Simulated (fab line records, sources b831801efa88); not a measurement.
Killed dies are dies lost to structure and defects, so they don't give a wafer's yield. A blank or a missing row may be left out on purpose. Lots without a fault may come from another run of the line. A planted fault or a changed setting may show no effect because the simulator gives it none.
What tool caused it? :: flow sfq line :: Sampling: 14 lots, 42 wafers, 4 of 325 route steps

== WHAT THE GAUGES SHOWED, per wafer ==
Not one reading of a measure or inspect step in the record can be checked against a usual standard deviation.

== EACH LOT AND THE TOOL THAT RAN IT (in order: tool; ch and the chambers of the sampled wafers; start) ==
lot: L258
SFQ_TRILAYER_L0_STRIP_STRIP_009: rie metal-01 ch 1, day 4 14:03
SFQ_TRILAYER_I2_VIA_LITHO_PEB_070: litho track-01 ch 0, day 40 21:59
SFQ_TRILAYER_I2_VIA_STRIP_STRIP_071: rie metal-02 ch 0, day 40 22:28
SFQ_TRILAYER_M4_BARC_OPEN_METAL_ETCH_123: rie metal-03 ch 1, day 47 10:54

lot: L259
SFQ_TRILAYER_L0_STRIP_STRIP_009: rie metal-02 ch 0,1, day 4 17:51
SFQ_TRILAYER_I2_VIA_LITHO_PEB_070: litho track-01 ch 0, day 41 05:16
SFQ_TRILAYER_I2_VIA_STRIP_STRIP_071: rie metal-03 ch 0,1, day 41 05:52
SFQ_TRILAYER_M4_BARC_OPEN_METAL_ETCH_123: rie metal-03 ch 0,1, day 47 20:32

lot: L261
SFQ_TRILAYER_L0_STRIP_STRIP_009: rie metal-01 ch 0,1, day 5 09:27
SFQ_TRILAYER_I2_VIA_LITHO_PEB_070: litho track-01 ch 0, day 42 05:14
SFQ_TRILAYER_I2_VIA_STRIP_STRIP_071: rie metal-02 ch 0,1, day 42 05:52
SFQ_TRILAYER_M4_BARC_OPEN_METAL_ETCH_123: rie metal-03 ch 0,1, day 49 17:08

lot: L262
SFQ_TRILAYER_L0_STRIP_STRIP_009: rie metal-02 ch 0,1, day 5 14:03
SFQ_TRILAYER_I2_VIA_LITHO_PEB_070: litho track-02 ch 0, day 42 11:11
SFQ_TRILAYER_I2_VIA_STRIP_STRIP_071: rie metal-04 ch 0,1, day 42 11:40
SFQ_TRILAYER_M4_BARC_OPEN_METAL_ETCH_123: rie metal-01 ch 0,1, day 49 18:19

lot: L263
SFQ_TRILAYER_L0_STRIP_STRIP_009: rie metal-02 ch 0,1, day 5 20:03
SFQ_TRILAYER_I2_VIA_LITHO_PEB_070: litho track-01 ch 0, day 43 20:23
SFQ_TRILAYER_I2_VIA_STRIP_STRIP_071: rie metal-03 ch 0,1, day 43 20:52
SFQ_TRILAYER_M4_BARC_OPEN_METAL_ETCH_123: rie metal-03 ch 1, day 56 16:59

lot: L266
SFQ_TRILAYER_L0_STRIP_STRIP_009: rie metal-04 ch 0,1, day 6 03:27
SFQ_TRILAYER_I2_VIA_LITHO_PEB_070: litho track-02 ch 0, day 44 07:16
SFQ_TRILAYER_I2_VIA_STRIP_STRIP_071: rie metal-03 ch 0,1, day 44 07:52
SFQ_TRILAYER_M4_BARC_OPEN_METAL_ETCH_123: rie metal-01 ch 0,1, day 57 01:24

lot: L267
SFQ_TRILAYER_L0_STRIP_STRIP_009: rie metal-04 ch 0,1, day 6 05:51
SFQ_TRILAYER_I2_VIA_LITHO_PEB_070: litho track-01, day 44 12:02
SFQ_TRILAYER_I2_VIA_STRIP_STRIP_071: rie metal-04 ch 0,1, day 44 12:40
SFQ_TRILAYER_M4_BARC_OPEN_METAL_ETCH_123: rie metal-01 ch 0,1, day 57 06:57

lot: L268
SFQ_TRILAYER_L0_STRIP_STRIP_009: rie metal-02 ch 0,1, day 6 07:03
SFQ_TRILAYER_I2_VIA_LITHO_PEB_070: litho track-01, day 44 19:14
SFQ_TRILAYER_I2_VIA_STRIP_STRIP_071: rie metal-04 ch 0,1, day 44 19:52
SFQ_TRILAYER_M4_BARC_OPEN_METAL_ETCH_123: rie metal-04 ch 0,1, day 57 10:33

lot: L269
SFQ_TRILAYER_L0_STRIP_STRIP_009: rie metal-04 ch 0,1, day 6 08:15
SFQ_TRILAYER_I2_VIA_LITHO_PEB_070: litho track-03 ch 0, day 45 13:14
SFQ_TRILAYER_I2_VIA_STRIP_STRIP_071: rie metal-02 ch 0,1, day 45 13:52
SFQ_TRILAYER_M4_BARC_OPEN_METAL_ETCH_123: rie metal-04 ch 0,1, day 57 23:24

lot: L271
SFQ_TRILAYER_L0_STRIP_STRIP_009: rie metal-04 ch 0,1, day 6 10:27
SFQ_TRILAYER_I2_VIA_LITHO_PEB_070: litho track-03 ch 0, day 45 22:47
SFQ_TRILAYER_I2_VIA_STRIP_STRIP_071: rie metal-03 ch 1, day 45 23:16
SFQ_TRILAYER_M4_BARC_OPEN_METAL_ETCH_123: rie metal-03 ch 0,1, day 58 07:47

lot: L276
SFQ_TRILAYER_L0_STRIP_STRIP_009: rie metal-04 ch 0,1, day 8 07:06
SFQ_TRILAYER_I2_VIA_LITHO_PEB_070: litho track-03 ch 0, day 50 03:59
SFQ_TRILAYER_I2_VIA_STRIP_STRIP_071: rie metal-03 ch 0,1, day 50 04:28
SFQ_TRILAYER_M4_BARC_OPEN_METAL_ETCH_123: rie metal-03 ch 0,1, day 61 18:43

lot: L277
SFQ_TRILAYER_L0_STRIP_STRIP_009: rie metal-04 ch 0, day 8 12:01
SFQ_TRILAYER_I2_VIA_LITHO_PEB_070: litho track-03 ch 0, day 50 18:36
SFQ_TRILAYER_I2_VIA_STRIP_STRIP_071: rie metal-03 ch 0, day 50 19:05
SFQ_TRILAYER_M4_BARC_OPEN_METAL_ETCH_123: rie metal-01 ch 0,1, day 62 13:57

lot: L278
SFQ_TRILAYER_L0_STRIP_STRIP_009: rie metal-04 ch 0, day 8 20:25
SFQ_TRILAYER_I2_VIA_LITHO_PEB_070: litho track-03 ch 0, day 51 04:12
SFQ_TRILAYER_I2_VIA_STRIP_STRIP_071: rie metal-04 ch 0,1, day 51 04:41
SFQ_TRILAYER_M4_BARC_OPEN_METAL_ETCH_123: rie metal-04 ch 0,1, day 63 00:44

lot: L280
SFQ_TRILAYER_L0_STRIP_STRIP_009: rie metal-04 ch 0,1, day 9 16:54
SFQ_TRILAYER_I2_VIA_LITHO_PEB_070: litho track-01 ch 0, day 51 15:02
SFQ_TRILAYER_I2_VIA_STRIP_STRIP_071: rie metal-03 ch 0, day 51 15:29
SFQ_TRILAYER_M4_BARC_OPEN_METAL_ETCH_123: rie metal-03 ch 0,1, day 63 06:20
- SFQ_TRILAYER_L0_STRIP_STRIP_009: strips in O2.
- SFQ_TRILAYER_I2_VIA_LITHO_PEB_070: peb time 60 s.
- SFQ_TRILAYER_I2_VIA_STRIP_STRIP_071: strips in O2.
- SFQ_TRILAYER_M4_BARC_OPEN_METAL_ETCH_123: etches BARC in O2, target depth 125 nm, time 41.7 s.

== AS READ BY THE TOOLS THEMSELVES (means over the sampled wafers that have a number; for cases with no such wafer, the mark the record gives instead) ==
SFQ_TRILAYER_L0_STRIP_STRIP_009. Usual: drypump motor current A 6.1 A, standard deviation 0.45; oes product au 0.999 a.u., standard deviation 0.01.
lot: L258
tool: rie metal-01
drypump motor current A (A): 5.6
oes product au (a.u.): 0.997
flag: 

lot: L259
tool: rie metal-02
drypump motor current A (A): 5.8
oes product au (a.u.): 1.003
flag: 

lot: L261
tool: rie metal-01
drypump motor current A (A): 5.5
oes product au (a.u.): 1.000
flag: 

lot: L262
tool: rie metal-02
drypump motor current A (A): 5.8
oes product au (a.u.): 0.991
flag: 

lot: L263
tool: rie metal-02
drypump motor current A (A): 5.9
oes product au (a.u.): 0.998
flag: 

lot: L266
tool: rie metal-04
drypump motor current A (A): 6.5
oes product au (a.u.): 1.008
flag: 

lot: L267
tool: rie metal-04
drypump motor current A (A): 6.5
oes product au (a.u.): 1.012
flag: 

lot: L268
tool: rie metal-02
drypump motor current A (A): 5.8
oes product au (a.u.): 0.991
flag: 

lot: L269
tool: rie metal-04
drypump motor current A (A): 6.5
oes product au (a.u.): 1.012
flag: 

lot: L271
tool: rie metal-04
drypump motor current A (A): 6.6
oes product au (a.u.): 0.996
flag: 

lot: L276
tool: rie metal-04
drypump motor current A (A): 6.5
oes product au (a.u.): 1.002
flag: 

lot: L277
tool: rie metal-04
drypump motor current A (A): 6.5
oes product au (a.u.): 1.010
flag: 

lot: L278
tool: rie metal-04
drypump motor current A (A): 6.4
oes product au (a.u.): 1.009
flag: 

lot: L280
tool: rie metal-04
drypump motor current A (A): 6.5
oes product au (a.u.): 1.008
flag: 

SFQ_TRILAYER_I2_VIA_LITHO_PEB_070. Usual: chill plate temp C 22.98 C, standard deviation 0.091; exhaust pa 45.0 Pa, standard deviation 0.98.
lot: L258
tool: litho track-01
chill plate temp C (C): 23.02
exhaust pa (Pa): 45.1
flag: 

lot: L259
tool: litho track-01
chill plate temp C (C): 23.02
exhaust pa (Pa): 44.3
flag: 

lot: L261
tool: litho track-01
chill plate temp C (C): 23.12
exhaust pa (Pa): 44.6
flag: 

lot: L262
tool: litho track-02
chill plate temp C (C): 22.88
exhaust pa (Pa): 44.1
flag: 

lot: L263
tool: litho track-01
chill plate temp C (C): 23.01
exhaust pa (Pa): 44.6
flag: 

lot: L266
tool: litho track-02
chill plate temp C (C): 23.05
exhaust pa (Pa): 45.3
flag: 

lot: L267
tool: litho track-01
chill plate temp C (C): -
exhaust pa (Pa): -
flag: OFF

lot: L268
tool: litho track-01
chill plate temp C (C): -
exhaust pa (Pa): -
flag: OFF

lot: L269
tool: litho track-03
chill plate temp C (C): 22.88
exhaust pa (Pa): 46.6
flag: 

lot: L271
tool: litho track-03
chill plate temp C (C): 23.08
exhaust pa (Pa): 44.3
flag: 

lot: L276
tool: litho track-03
chill plate temp C (C): 23.04
exhaust pa (Pa): 44.9
flag: 

lot: L277
tool: litho track-03
chill plate temp C (C): 23.01
exhaust pa (Pa): 43.9
flag: 

lot: L278
tool: litho track-03
chill plate temp C (C): 22.96
exhaust pa (Pa): 46.9
flag: 

lot: L280
tool: litho track-01
chill plate temp C (C): 23.01
exhaust pa (Pa): 45.5
flag: 

SFQ_TRILAYER_I2_VIA_STRIP_STRIP_071. Usual: drypump motor current A 6.3 A, standard deviation 0.33; oes product au 1.000 a.u., standard deviation 0.0075.
lot: L258
tool: rie metal-02
drypump motor current A (A): 6.1
oes product au (a.u.): 0.994
flag: 

lot: L259
tool: rie metal-03
drypump motor current A (A): 6.1
oes product au (a.u.): 1.003
flag: 

lot: L261
tool: rie metal-02
drypump motor current A (A): 5.8
oes product au (a.u.): 1.001
flag: 

lot: L262
tool: rie metal-04
drypump motor current A (A): 6.6
oes product au (a.u.): 1.005
flag: 

lot: L263
tool: rie metal-03
drypump motor current A (A): 6.2
oes product au (a.u.): 1.000
flag: 

lot: L266
tool: rie metal-03
drypump motor current A (A): 6.3
oes product au (a.u.): 0.999
flag: 

lot: L267
tool: rie metal-04
drypump motor current A (A): 6.6
oes product au (a.u.): 0.994
flag: 

lot: L268
tool: rie metal-04
drypump motor current A (A): 6.5
oes product au (a.u.): 1.003
flag: 

lot: L269
tool: rie metal-02
drypump motor current A (A): 5.9
oes product au (a.u.): 1.007
flag: 

lot: L271
tool: rie metal-03
drypump motor current A (A): 6.1
oes product au (a.u.): 1.007
flag: 

lot: L276
tool: rie metal-03
drypump motor current A (A): 6.3
oes product au (a.u.): 1.002
flag: 

lot: L277
tool: rie metal-03
drypump motor current A (A): 6.3
oes product au (a.u.): 0.999
flag: 

lot: L278
tool: rie metal-04
drypump motor current A (A): 6.6
oes product au (a.u.): 0.990
flag: 

lot: L280
tool: rie metal-03
drypump motor current A (A): 6.3
oes product au (a.u.): 1.008
flag: 

SFQ_TRILAYER_M4_BARC_OPEN_METAL_ETCH_123. Usual: drypump motor current A 6.0 A, standard deviation 0.44; oes product au 0.685 a.u., standard deviation 0.0044.
lot: L258
tool: rie metal-03
drypump motor current A (A): 6.1
oes product au (a.u.): 0.685
flag: 

lot: L259
tool: rie metal-03
drypump motor current A (A): 6.2
oes product au (a.u.): 0.682
flag: 

lot: L261
tool: rie metal-03
drypump motor current A (A): 6.3
oes product au (a.u.): 0.688
flag: 

lot: L262
tool: rie metal-01
drypump motor current A (A): 5.5
oes product au (a.u.): 0.685
flag: 

lot: L263
tool: rie metal-03
drypump motor current A (A): 6.0
oes product au (a.u.): 0.686
flag: 

lot: L266
tool: rie metal-01
drypump motor current A (A): 5.5
oes product au (a.u.): 0.686
flag: 

lot: L267
tool: rie metal-01
drypump motor current A (A): 5.5
oes product au (a.u.): 0.682
flag: 

lot: L268
tool: rie metal-04
drypump motor current A (A): 6.5
oes product au (a.u.): 0.685
flag: 

lot: L269
tool: rie metal-04
drypump motor current A (A): 6.6
oes product au (a.u.): 0.690
flag: 

lot: L271
tool: rie metal-03
drypump motor current A (A): 6.2
oes product au (a.u.): 0.684
flag: 

lot: L276
tool: rie metal-03
drypump motor current A (A): 6.1
oes product au (a.u.): 0.680
flag: 

lot: L277
tool: rie metal-01
drypump motor current A (A): 5.5
oes product au (a.u.): 0.685
flag: 

lot: L278
tool: rie metal-04
drypump motor current A (A): 6.5
oes product au (a.u.): 0.685
flag: 

lot: L280
tool: rie metal-03
drypump motor current A (A): 6.3
oes product au (a.u.): 0.689
flag: 

== THE ANSWER, worked out from the rows above alone ==
Rule: a lot is off if the mean of its wafers that have a number lies more than 3 standard deviations from the usual mean. A lot without any number at a reading at which 4 lots or more have one is off too. Where the step has rows for the other lots, those lots are counted as sound. Order of review: gauges by route order, followed by the tools' own readings, for which a lot's mean as printed above is used. At the first step where some lot is off, the reading lying furthest off is the one used; lots without a number count as furthest.
Off at SFQ_TRILAYER_I2_VIA_LITHO_PEB_070 (chill plate temp C): L267, L268. Without a number there: L267, L268.
A tool fits if, at that step or a process step before it, it ran every lot that is off, and no sound lot after the first of them. Not one of the candidates tried fits.

== WHAT THE SIMULATOR PUT IN ==
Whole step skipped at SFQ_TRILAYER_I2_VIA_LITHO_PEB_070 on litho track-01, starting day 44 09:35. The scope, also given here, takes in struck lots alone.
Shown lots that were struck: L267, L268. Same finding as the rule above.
